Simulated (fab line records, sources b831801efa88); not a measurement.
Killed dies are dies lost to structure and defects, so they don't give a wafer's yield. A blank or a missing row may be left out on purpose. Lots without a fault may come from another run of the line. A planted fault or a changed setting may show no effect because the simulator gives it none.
Which tool did it? | flow sky130 | 12 lots, 36 wafers sampled, at 6 steps of a route of 708

WHAT THE GAUGES READ, wafer by wafer
SKY_SPACER_THK_MEAS_01. Usual: SPACER_CVD_00_THK 43.0 nm, standard deviation 0.44.
lot  | measured     | on            | SPACER_CVD_00_THK (nm) | flag
L320 | day 24 07:07 | film_metro-02 | 42.9 43.2 42.9         |
L322 | day 25 00:14 | film_metro-03 | 43.3 43.4 43.6         |
L324 | day 25 12:06 | film_metro-01 | 42.5 42.7 42.6         |
L326 | day 26 22:56 | film_metro-01 | 42.1 42.4 42.6         |
L328 | day 27 04:47 | film_metro-02 | 43.8 43.4 43.2         |
L332 | day 28 22:46 | film_metro-01 | 43.1 42.8 43.0         |
L335 | day 29 12:56 | film_metro-03 | 42.9 42.8 42.8         |
L336 | day 29 18:59 | film_metro-03 | 42.2 42.6 42.3         |
L337 | day 30 02:26 | film_metro-01 | 42.8 42.4 42.8         |
L338 | day 30 13:31 | film_metro-03 | 43.0 42.9 42.8         |
L339 | day 30 21:07 | film_metro-02 | 42.9 42.9 43.1         |
L340 | day 30 22:19 | film_metro-01 | 43.0 43.1 43.1         |

SKY_SD_N_RS_MEAS_16: measures by four-point-probe. Usual: SD_N_RS 68.86 ohm/sq, standard deviation 0.15.
lot  | measured     | on            | SD_N_RS (ohm/sq)  | flag
L320 | day 29 03:43 | film_metro-03 | 68.67 68.76 68.67 |
L322 | day 29 23:35 | film_metro-04 | 69.11 69.13 68.80 |
L324 | day 30 08:30 | film_metro-03 | 62.71 62.67 62.78 | OFF
L326 | day 31 17:38 | film_metro-04 | 62.79 62.79 62.71 | OFF
L328 | day 31 22:37 | film_metro-04 | 62.77 62.80 62.82 | OFF
L332 | day 33 14:21 | film_metro-03 | 68.80 68.77 68.75 |
L335 | day 34 03:37 | film_metro-03 | 68.49 68.77 68.81 |
L336 | day 34 09:43 | film_metro-04 | 69.08 69.00 68.92 |
L337 | day 34 16:01 | film_metro-04 | 69.27 69.02 69.18 |
L338 | day 35 03:11 | film_metro-04 | 69.05 68.92 69.08 |
L339 | day 35 09:51 | film_metro-01 | 69.02 68.76 68.87 |
L340 | day 35 11:22 | film_metro-01 | 68.86 68.88 68.97 |

SKY_SD_N_RS_MEAS_17: measures by four-point-probe. Usual: SD_P_RS 146.9 ohm/sq, standard deviation 0.43.
lot  | measured     | on            | SD_P_RS (ohm/sq)  | flag
L320 | day 29 03:50 | film_metro-03 | 146.2 146.4 146.3 |
L322 | day 29 23:42 | film_metro-04 | 147.3 147.7 147.1 |
L324 | day 30 08:37 | film_metro-03 | 117.7 117.8 117.6 | OFF
L326 | day 31 17:45 | film_metro-04 | 118.5 118.4 118.5 | OFF
L328 | day 31 22:44 | film_metro-04 | 118.4 118.0 118.1 | OFF
L332 | day 33 14:28 | film_metro-03 | 146.6 146.2 146.4 |
L335 | day 34 03:44 | film_metro-03 | 146.5 146.7 146.6 |
L336 | day 34 09:50 | film_metro-04 | 147.6 147.6 147.4 |
L337 | day 34 16:08 | film_metro-04 | 147.2 147.5 147.7 |
L338 | day 35 03:18 | film_metro-04 | 147.6 147.6 147.1 |
L339 | day 35 09:58 | film_metro-01 | 147.4 146.5 147.2 |
L340 | day 35 11:29 | film_metro-01 | 146.9 146.9 146.8 |

SKY_LI_CONTACT_CD_MEAS_12: target cd 170 nm. Usual: cd_nm 170.1 nm, standard deviation 1.6.
lot  | measured     | on        | cd_nm (nm)        | flag
L320 | day 30 08:56 | cd_sem-02 | 167.1 168.2 168.3 |
L322 | day 31 10:52 | cd_sem-01 | 168.1 169.8 168.1 |
L324 | day 31 12:27 | cd_sem-01 | 169.3 169.1 169.6 |
L326 | day 32 21:35 | cd_sem-01 | 171.9 173.0 171.7 |
L328 | day 33 02:53 | cd_sem-02 | 169.7 168.5 167.7 |
L332 | day 34 18:12 | cd_sem-01 | 169.6 169.9 170.0 |
L335 | day 35 07:19 | cd_sem-01 | 170.3 168.4 168.4 |
L336 | day 35 13:35 | cd_sem-02 | 169.6 170.2 170.5 |
L337 | day 35 19:25 | cd_sem-02 | 173.8 173.9 174.1 |
L338 | day 36 07:00 | cd_sem-02 | 170.9 171.2 170.4 |
L339 | day 36 13:45 | cd_sem-01 | 168.3 167.2 169.1 |
L340 | day 36 14:34 | cd_sem-02 | 168.3 169.4 169.4 |

WHICH TOOL RAN EACH LOT (tool, then ch and the chambers of the sampled wafers, then the start)
lot  | SKY_SD_N_RTA_14                  | SKY_LI_CONTACT_SOFTBAKE_08
L320 | rtp_anneal-01 ch 0, day 29 03:33 | litho_track-01 ch 0, day 30 08:56 or earlier
L322 | rtp_anneal-01 ch 0, day 29 23:24 | litho_track-01 ch 0, day 31 10:52 or earlier
L324 | rtp_anneal-01 ch 0, day 30 08:19 | litho_track-03 ch 0, day 31 12:27 or earlier
L326 | rtp_anneal-01 ch 0, day 31 17:24 | litho_track-03 ch 0, day 32 21:35 or earlier
L328 | rtp_anneal-01 ch 0, day 31 22:23 | litho_track-01 ch 0, day 33 02:53 or earlier
L332 | rtp_anneal-02 ch 0, day 33 14:10 | litho_track-01 ch 0, day 34 18:12 or earlier
L335 | rtp_anneal-02 ch 0, day 34 03:27 | litho_track-02 ch 0, day 35 07:19 or earlier
L336 | rtp_anneal-01 ch 0, day 34 09:31 | litho_track-03 ch 0, day 35 13:35 or earlier
L337 | rtp_anneal-02 ch 0, day 34 15:49 | litho_track-03 ch 0, day 35 19:25 or earlier
L338 | rtp_anneal-01 ch 0, day 35 03:00 | litho_track-02 ch 0, day 36 07:00 or earlier
L339 | rtp_anneal-02 ch 0, day 35 09:40 | litho_track-01 ch 0, day 36 13:45 or earlier
L340 | rtp_anneal-01 ch 0, day 35 11:11 | litho_track-02 ch 0, day 36 14:34 or earlier
- SKY_SD_N_RTA_14: time 2 s.
- SKY_LI_CONTACT_SOFTBAKE_08: time 92.71 s.

WHAT THE TOOLS THEMSELVES READ (means of the sampled wafers that have a number; where no wafer has one, the mark that the record gives instead)
SKY_SD_N_RTA_14. Usual: lamp_power_pct 15.74 %, standard deviation 0.053; wafer_temp_C_max 1078.0, standard deviation 1.5.
lot  | tool          | lamp_power_pct (%) | wafer_temp_C_max | flag
L320 | rtp_anneal-01 | 15.78              | 1077.4           |
L322 | rtp_anneal-01 | 15.79              | 1078.3           |
L324 | rtp_anneal-01 | 16.64              | 1110.3           | OFF
L326 | rtp_anneal-01 | 16.54              | 1110.5           | OFF
L328 | rtp_anneal-01 | 16.52              | 1109.5           | OFF
L332 | rtp_anneal-02 | 15.77              | 1078.6           |
L335 | rtp_anneal-02 | 15.67              | 1078.9           |
L336 | rtp_anneal-01 | 15.70              | 1078.2           |
L337 | rtp_anneal-02 | 15.74              | 1076.5           |
L338 | rtp_anneal-01 | 15.77              | 1077.9           |
L339 | rtp_anneal-02 | 15.75              | 1078.1           |
L340 | rtp_anneal-01 | 15.73              | 1079.9           |

SKY_LI_CONTACT_SOFTBAKE_08. Usual: plate_sensor_t_centre_C 100.88 C, standard deviation 0.0096; plate_sensor_t_edge_C 100.95 C, standard deviation 0.0095.
lot  | tool           | plate_sensor_t_centre_C (C) | plate_sensor_t_edge_C (C) | flag
L320 | litho_track-01 | 100.88                      | 100.95                    |
L322 | litho_track-01 | 100.88                      | 100.95                    |
L324 | litho_track-03 | 100.88                      | 100.95                    |
L326 | litho_track-03 | 100.88                      | 100.96                    |
L328 | litho_track-01 | 100.88                      | 100.95                    |
L332 | litho_track-01 | 100.88                      | 100.95                    |
L335 | litho_track-02 | 100.89                      | 100.96                    |
L336 | litho_track-03 | 100.89                      | 100.96                    |
L337 | litho_track-03 | 100.87                      | 100.95                    |
L338 | litho_track-02 | 100.88                      | 100.96                    |
L339 | litho_track-01 | 100.88                      | 100.95                    |
L340 | litho_track-02 | 100.88                      | 100.96                    |

THE ANSWER, worked out from the rows above alone
Rule: a lot is off if the mean of its wafers that have a number lies more than 3 standard deviations from the usual mean. A lot without any number at a reading at which 4 lots or more have one is off too. The other lots that the step has rows for count as sound. The gauges are gone through in route order, then the tools' own readings, and for those a lot's mean is taken as printed above. The first step at which some lot is off is used, and at that step the reading that is off furthest; a lot without a number counts as furthest.
Off: L324, L326, L328, at SKY_SD_N_RS_MEAS_16 (SD_N_RS).
A tool fits if, at a process step before that reading, it ran every lot that is off, and no sound lot after the first of them. The gauges at SKY_SD_N_RS_MEAS_16 aren't tried: what is off there is off at SKY_SD_N_RTA_14 too, on other tools, and a gauge's error can't cause that. None of those tried fits.

WHAT THE SIMULATOR HAD PUT IN
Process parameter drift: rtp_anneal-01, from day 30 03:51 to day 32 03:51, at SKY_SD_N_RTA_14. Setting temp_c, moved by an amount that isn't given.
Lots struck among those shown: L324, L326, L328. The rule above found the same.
